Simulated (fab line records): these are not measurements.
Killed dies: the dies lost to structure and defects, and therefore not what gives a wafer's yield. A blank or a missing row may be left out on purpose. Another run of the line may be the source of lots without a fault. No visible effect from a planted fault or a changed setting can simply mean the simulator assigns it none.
fab line records ; flow sfq-line
record: lots: 5; wafers: 14; last-day: 94
route steps=325 shown M7@292 I7@296
lots that met no fault: from a run of the same line without faults
start-h: hours from the record's first day to the start of the lot's first wafer shown ; wait-h: hours elapsed since this lot's preceding step ; " the same as in the row above ; L1.1+2: one row covering several wafers at once ; - either no value or no given start ; * or withheld: withheld ; < > ~ a bound
route shown NAME@n: a module of which the file shows steps, and the number in the route of the first ; usual: the fault-free wafers' mean and standard deviation ; same: alike in all rows ; chamber/n: place in a boat ; sites: readings site by site ; _std_site: standard deviation of those values ; _edge_site: mean of outer sites minus mean of inner sites ; radius-mm: for every site, how far away it sits from the centre of the wafer ; mask NAME#n: copy n ; behind: the most recent tool/chamber to have shaped the wafer ; hold: cause of the lot's hold/its duration in hours/its outcome ; device: names the non-switching transistor (n, p or np) ; end of line: at the end of the route, the tests of the same wafers ; a step given without rows: its recipe and nothing more ; killed: the dies lost at the first sort to structure and to defects; this is not the yield of the wafer ; map: shows each die of a wafer: x if killed, . if not, _ if none is there
set.NAME: the run value of the setting; set.NAME@STEP: its run value at that earlier step ; model.NAME: the simulator's own value behind a step, which no gauge read
lots seen at some steps along the route; tables by step, rows by wafer
services: a tool's chamber out of use, with start hour (start-h, from the record's first day; less than 0 if before it), hours out, and reason
== steps ==
step: SFQ_TRILAYER_M7_BARC_OPEN_METAL_ETCH_229
recipe: mask-material: PR; chemistry: O2; target-depth-nm: 125; target: BARC; icp-w: 600; bias-w: 80; pressure-mtorr: 10; time-s: 41.7
usual: drypump-motor-current-A: 5.8/0.57; oes-product-au: 0.685/0.0049
lot.wafer;tool;chamber;start-h;wait-h;drypump-motor-current-A;oes-product-au;rf-hours-counter-h
L689.2;rie-metal-01;1;1926.70;0.0;5.6;0.681;100
L689.3;rie-metal-01;1;1926.70;0.0;5.6;0.678;-
L689.4;rie-metal-01;0;1926.70;0.0;5.0;0.679;-
L701.1;rie-metal-01;1;1965.14;0.0;5.6;0.686;105
L701.2;rie-metal-01;0;1965.14;0.0;5.0;0.686;40
L706.1;rie-metal-02;0;1989.28;0.0;6.3;0.671;122
L706.2;rie-metal-02;1;1989.28;0.0;5.9;0.690;1
L706.3;rie-metal-02;0;1989.28;0.0;6.3;0.681;-
L709.1;rie-metal-02;0;2081.04;0.0;6.3;0.690;4
L709.4;rie-metal-02;1;2081.04;0.0;5.9;0.688;-
L709.6;rie-metal-02;0;2081.04;0.0;6.3;0.689;-
L711.4;rie-metal-02;0;2089.01;0.0;6.3;0.683;-
L711.5;rie-metal-02;0;2089.01;0.0;6.3;0.688;-
L711.6;rie-metal-02;1;2089.01;0.0;5.9;0.687;-
step: SFQ_TRILAYER_M7_ETCH_METAL_ETCH_180
recipe: target: Nb; stop-on: SiO2; mask-material: PR; chemistry: Cl2/Ar; target-depth-nm: 240; icp-w: 600; bias-w: 80; pressure-mtorr: 10; time-s: 120
step: SFQ_TRILAYER_M7_STRIP_STRIP_181
recipe: gas: O2; power-w: 200; platen-temp-c: 40; overash-fraction: 0.65; chemistry: O2; pressure-mtorr: 50
usual: drypump-motor-current-A: 5.8/0.58; oes-product-au: 0.997/0.012
lot.wafer;tool;chamber;start-h;wait-h;drypump-motor-current-A;oes-product-au;rf-hours-counter-h
L689.2;rie-metal-01;1;1926.89;0.1;5.6;1.010;101
L689.3;rie-metal-01;1;1926.89;0.1;5.6;1.005;-
L689.4;rie-metal-01;0;1926.89;0.1;5.0;0.987;-
L701.1;rie-metal-01;1;1965.33;0.1;5.6;1.019;106
L701.2;rie-metal-01;0;1965.33;0.1;5.0;0.975;40
L706.1;rie-metal-02;0;1989.46;0.1;6.3;0.995;122
L706.2;rie-metal-02;1;1989.46;0.1;5.8;0.989;1
L706.3;rie-metal-02;0;1989.46;0.1;6.3;0.994;-
L709.1;rie-metal-02;0;2081.23;0.1;6.3;0.989;4
L709.4;rie-metal-02;1;2081.23;0.1;5.9;1.017;-
L709.6;rie-metal-02;0;2081.23;0.1;6.3;0.976;-
L711.4;rie-metal-02;0;2089.38;0.2;6.3;0.988;-
L711.5;rie-metal-02;0;2089.38;0.2;6.3;0.992;-
L711.6;rie-metal-02;1;2089.38;0.2;5.9;1.016;-
step: SFQ_TRILAYER_M7_STRIP_SOLV_CLEAN_182
recipe: chemistry: NMP; temp-c: 70; time-s: 600
step: SFQ_TRILAYER_I7_DEP_PECVD_183
recipe: material: SiO2; temp-c: 150; time-s: 111.11; pressure-torr: 2.4; rf-w: 183.3; precursor: SiH4/N2O; target-thk-nm: 500
step: SFQ_TRILAYER_I7_CMP_CMP_184
recipe: material: SiO2; down-force-psi: 3; platen-rpm: 60; pad-velocity-m-s: 0.94248
usual: motor-current-A: 10.1/0.73; time-to-endpoint-s: 207/9.4
lot.wafer;tool;chamber;start-h;wait-h;motor-current-A;time-to-endpoint-s
L689.3;cmp-02;1;1927.74;0.0;9.6;205
L689.4;cmp-02;2;1927.74;0.0;9.4;206
L689.2;cmp-02;0;1929.24;1.5;10.6;189
L701.1;cmp-01;1;1968.58;2.4;10.2;200
L701.2;cmp-01;2;1968.58;2.4;10.3;208
L706.2;cmp-01;2;1990.32;0.0;10.3;210
L706.1;cmp-01;3;1990.32;0.0;9.4;209
L706.3;cmp-01;0;1990.32;0.0;11.3;219
L709.4;cmp-01;0;2082.58;0.5;11.6;224
L709.1;cmp-01;1;2082.58;0.5;9.9;213
L709.6;cmp-01;3;2084.08;2.0;9.5;212
L711.4;cmp-02;1;2090.53;0.5;9.3;200
L711.6;cmp-02;0;2092.03;2.0;10.9;193
L711.5;cmp-02;1;2092.03;2.0;9.4;206
step: SFQ_I7_BOW_MEAS_946
recipe: mode: bow
usual: I7_BOW: 8/11
lot.wafer;tool;chamber;start-h;wait-h;I7_BOW[um]
L689.2;film-metro-03;-;1930.76;1.0;-2
L689.3;film-metro-03;-;1930.76;1.0;6
L689.4;film-metro-03;-;1930.76;1.0;-7
L701.1;film-metro-04;-;1970.58;1.5;-6
L701.2;film-metro-04;-;1970.58;1.5;4
L706.1;film-metro-03;-;1993.32;2.0;28
L706.2;film-metro-03;-;1993.32;2.0;19
L706.3;film-metro-03;-;1993.32;2.0;23
L709.1;film-metro-02;-;2085.08;1.5;15
L709.4;film-metro-02;-;2085.08;1.5;20
L709.6;film-metro-02;-;2085.08;1.5;14
L711.4;film-metro-03;-;2093.09;2.1;3
L711.5;film-metro-03;-;2093.09;2.1;-3
L711.6;film-metro-03;-;2093.09;2.1;-9
step: SFQ_TRILAYER_I7_METRO_MEASURE_185
usual: thk-nm: 198.7/1.5
lot.wafer;tool;chamber;start-h;wait-h;thk-nm
L689.2;film-metro-03;-;1931.06;0.3;195.5
L689.3;film-metro-03;-;1931.06;0.3;197.3
L689.4;film-metro-03;-;1931.06;0.3;198.1
L701.1;film-metro-04;-;1970.70;0.1;199.0
L701.2;film-metro-04;-;1970.70;0.1;199.3
L706.1;film-metro-03;-;1993.44;0.1;202.1
L706.2;film-metro-03;-;1993.44;0.1;200.1
L706.3;film-metro-03;-;1993.44;0.1;203.1
L709.1;film-metro-02;-;2085.20;0.1;199.4
L709.4;film-metro-02;-;2085.20;0.1;202.2
L709.6;film-metro-02;-;2085.20;0.1;199.6
L711.4;film-metro-03;-;2093.75;0.6;199.3
L711.5;film-metro-03;-;2093.75;0.6;197.9
L711.6;film-metro-03;-;2093.75;0.6;196.4
step: SFQ_TRILAYER_I7_VIA_LITHO_COAT_192
recipe: resist: BARC; spin-rpm: 3000; resist-thk-nm: 62
step: SFQ_TRILAYER_I7_VIA_LITHO_COAT_187
recipe: resist: KrF; spin-rpm: 3000; resist-thk-nm: 650
step: SFQ_TRILAYER_I7_VIA_LITHO_SOFTBAKE_191
recipe: temp-c: withheld; time-s: withheld; resist: KrF
step: SFQ_TRILAYER_I7_VIA_LITHO_EXPOSE_188
recipe: mask-id: I7; na: 0.6; source-shape: conventional; sigma-outer: 0.65; target-cd-nm: 1000; dose-mj: 21.3
step: SFQ_TRILAYER_I7_VIA_LITHO_PEB_190
recipe: peb-temp-c: 115; peb-time-s: 60; resist: KrF
usual: heater-power-total-W: 79.15/0.071
lot.wafer;tool;chamber;start-h;wait-h;heater-power-total-W
L689.2;litho-track-01;0;1934.16;0.8;79.20
L689.3;litho-track-01;0;1934.16;0.8;79.03
L689.4;litho-track-01;0;1934.16;0.8;79.18
L701.1;litho-track-02;0;2077.94;1.0;79.05
L701.2;litho-track-02;0;2077.94;1.0;86.94
L706.1;litho-track-01;0;2101.86;1.0;78.97
L706.2;litho-track-01;0;2101.86;1.0;79.16
L706.3;litho-track-01;0;2101.86;1.0;79.06
L709.1;litho-track-02;0;2167.48;1.0;79.28
L709.4;litho-track-02;0;2167.48;1.0;79.20
L709.6;litho-track-02;0;2167.48;1.0;78.98
L711.4;litho-track-02;0;2174.75;0.5;79.08
L711.5;litho-track-02;0;2174.75;0.5;79.17
L711.6;litho-track-02;0;2174.75;0.5;79.13
step: SFQ_TRILAYER_I7_VIA_LITHO_DEVELOP_189
recipe: time-s: 60; resist: KrF
step: SFQ_I7_OVL_MEAS_947
usual: I7_OVL: -1/6.3
lot.wafer;tool;chamber;start-h;wait-h;I7_OVL[nm]
L689.2;overlay-02;-;1934.44;0.1;-7
L689.3;overlay-02;-;1934.44;0.1;2
L689.4;overlay-02;-;1934.44;0.1;-4
L701.1;overlay-01;-;2078.24;0.1;5
L701.2;overlay-01;-;2078.24;0.1;-2
L706.1;overlay-01;-;2102.16;0.1;3
L706.2;overlay-01;-;2102.16;0.1;4
L706.3;overlay-01;-;2102.16;0.1;8
L709.1;overlay-01;-;2167.78;0.1;-8
L709.4;overlay-01;-;2167.78;0.1;0
L709.6;overlay-01;-;2167.78;0.1;-9
L711.4;overlay-02;-;2174.99;0.1;10
L711.5;overlay-02;-;2174.99;0.1;4
L711.6;overlay-02;-;2174.99;0.1;7
step: SFQ_TRILAYER_I7_VIA_BARC_OPEN_VIA_ETCH_260
recipe: mask-material: PR; chemistry: O2; target-depth-nm: 125; target: BARC; source-w: 500; bias-w: 80; pressure-mtorr: 30; time-s: 41.7
usual: drypump-motor-current-A: 5.7/0.36; oes-product-au: 0.685/0.0045
lot.wafer;tool;chamber;start-h;wait-h;drypump-motor-current-A;oes-product-au;rf-hours-counter-h;model.I7.cd-nm
L689.2;rie-diel-02;3;1934.47;0.0;5.9;0.686;17;1001
L689.3;rie-diel-02;1;1934.47;0.0;6.1;0.689;19;1000
L689.4;rie-diel-02;2;1934.47;0.0;5.8;0.693;6;1001
L701.1;rie-diel-03;0;2078.28;0.0;6.2;0.689;1;999.5
L701.2;rie-diel-03;2;2078.28;0.0;5.7;0.691;3;954.3
L706.1;rie-diel-02;0;2102.19;0.0;5.6;0.686;5;999.8
L706.2;rie-diel-02;3;2102.19;0.0;5.8;0.688;0;997.3
L706.3;rie-diel-02;2;2102.19;0.0;5.8;0.685;9;998.5
L709.1;rie-diel-03;0;2167.81;0.0;6.2;0.682;3;999.8
L709.4;rie-diel-03;1;2167.81;0.0;5.8;0.690;3;1001
L709.6;rie-diel-03;1;2167.81;0.0;5.8;0.683;-;1001
L711.4;rie-diel-02;1;2175.01;0.0;6.1;0.694;3;1000
L711.5;rie-diel-02;2;2175.01;0.0;5.9;0.680;-;1000
L711.6;rie-diel-02;3;2175.01;0.0;5.9;0.684;-;997.1
step: SFQ_TRILAYER_I7_VIA_ETCH_VIA_ETCH_190
recipe: target: SiO2; stop-on: Nb; mask-material: PR; taper-deg: 20; chemistry: CHF3; target-depth-nm: 260; source-w: 500; bias-w: 80; pressure-mtorr: 30; time-s: withheld
usual: drypump-motor-current-A: 5.8/0.37; oes-product-au: 0.851/0.006
lot.wafer;tool;chamber;start-h;wait-h;drypump-motor-current-A;oes-product-au;model.I7.cd-nm
L689.2;rie-diel-02;3;1934.51;0.0;5.9;0.841;1001
L689.3;rie-diel-02;1;1934.51;0.0;6.1;0.846;998.5
L689.4;rie-diel-02;2;1934.51;0.0;5.9;0.852;1003
L701.1;rie-diel-03;0;2078.32;0.0;6.2;0.854;997.3
L701.2;rie-diel-03;2;2078.32;0.0;5.7;0.853;954.4
L706.1;rie-diel-02;0;2102.23;0.0;5.6;0.864;1002
L706.2;rie-diel-02;3;2102.23;0.0;5.9;0.856;998.6
L706.3;rie-diel-02;2;2102.23;0.0;5.9;0.863;997.2
L709.1;rie-diel-03;0;2167.85;0.0;6.2;0.856;999.8
L709.4;rie-diel-03;1;2167.85;0.0;5.8;0.861;998.8
L709.6;rie-diel-03;1;2167.85;0.0;5.8;0.859;998.9
L711.4;rie-diel-02;1;2175.05;0.0;6.1;0.856;1002
L711.5;rie-diel-02;2;2175.05;0.0;5.8;0.841;999.9
L711.6;rie-diel-02;3;2175.05;0.0;5.8;0.842;999.9
step: SFQ_TRILAYER_I7_VIA_STRIP_STRIP_191
recipe: gas: O2; power-w: 200; platen-temp-c: 40; overash-fraction: 0.65; chemistry: O2; pressure-mtorr: 50
usual: drypump-motor-current-A: 5.8/0.39; oes-product-au: 1.000/0.012
lot.wafer;tool;chamber;start-h;wait-h;drypump-motor-current-A;oes-product-au;rf-hours-counter-h
L689.2;rie-metal-02;1;1934.63;-;5.9;1.015;128
L689.3;rie-metal-02;0;1934.63;-;6.3;0.990;-
L689.4;rie-metal-02;1;1934.63;-;5.9;1.018;-
L701.1;rie-metal-02;1;2078.43;-;5.9;0.996;7
L701.2;rie-metal-02;0;2078.43;-;6.3;0.986;4
L706.1;rie-metal-02;0;2102.34;-;6.3;0.987;6
L706.2;rie-metal-02;1;2102.34;-;5.9;1.012;10
L706.3;rie-metal-02;0;2102.34;-;6.3;0.994;-
L709.1;rie-metal-04;0;2167.97;-;6.2;0.985;94
L709.4;rie-metal-04;0;2167.97;-;6.2;0.988;-
L709.6;rie-metal-04;0;2167.97;-;6.2;0.990;-
L711.4;rie-metal-01;1;2175.37;-;5.6;0.993;-
L711.5;rie-metal-01;1;2175.37;-;5.6;1.000;-
L711.6;rie-metal-01;0;2175.37;-;5.0;0.982;-
== services ==
tool;chamber;start-h;hours;kind
film-metro-03;-;1917.77;1.2;pm
rie-metal-01;-;1920.28;2.8;pm
rie-diel-03;3;1934.43;4.4;repair
rie-diel-03;2;1943.65;10.5;repair
cmp-01;-;1973.58;5.0;pm
rie-diel-03;2;1973.77;8.7;repair
rie-diel-03;1;1982.25;7.2;repair
rie-metal-01;-;2001.31;1.2;repair
cmp-01;-;2010.41;1.3;repair
rie-diel-02;3;2016.31;9.9;repair
rie-diel-02;0;2042.44;10.5;repair
film-metro-03;-;2053.28;0.9;pm
rie-diel-02;0;2074.59;6.3;repair
rie-metal-02;-;2103.61;1.0;repair
rie-diel-02;-;2111.94;1.3;repair
rie-metal-01;-;2116.19;0.6;repair
film-metro-03;-;2119.46;0.6;pm
rie-metal-01;0;2122.16;4.4;repair
rie-diel-02;0;2129.27;2.1;repair
rie-metal-01;-;2129.54;0.3;repair
rie-metal-02;-;2140.88;14.6;pm
rie-diel-03;-;2147.25;0.6;repair
rie-diel-03;-;2153.45;2.8;pm
film-metro-03;-;2162.77;0.5;pm
== key ==
first-sign: step: SFQ_TRILAYER_I7_VIA_LITHO_PEB_190; reading: heater-power-total-W; direction: up; sigmas: 99+; usual: 79.15; struck: 86.94
effect none on later readings
model-effect: step: SFQ_TRILAYER_I7_VIA_BARC_OPEN_VIA_ETCH_260; value: I7.cd-nm; without: 1001; struck: 954.3
model-effect: step: SFQ_TRILAYER_I7_VIA_ETCH_VIA_ETCH_190; value: I7.cd-nm; without: 1001; struck: 954.4
met-at SFQ_TRILAYER_I7_VIA_LITHO_PEB_190
struck-wafers L701.2
fault: kind: process-parameter-drift; tool: litho-track-02; chamber: -; onset-h: 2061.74; steps: SFQ_TRILAYER_I7_VIA_LITHO_PEB_190; channel: peb-time-s; offset: *; shape: step; end-h: 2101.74; scope: struck-wafers-only; acts-in: *; stated: *
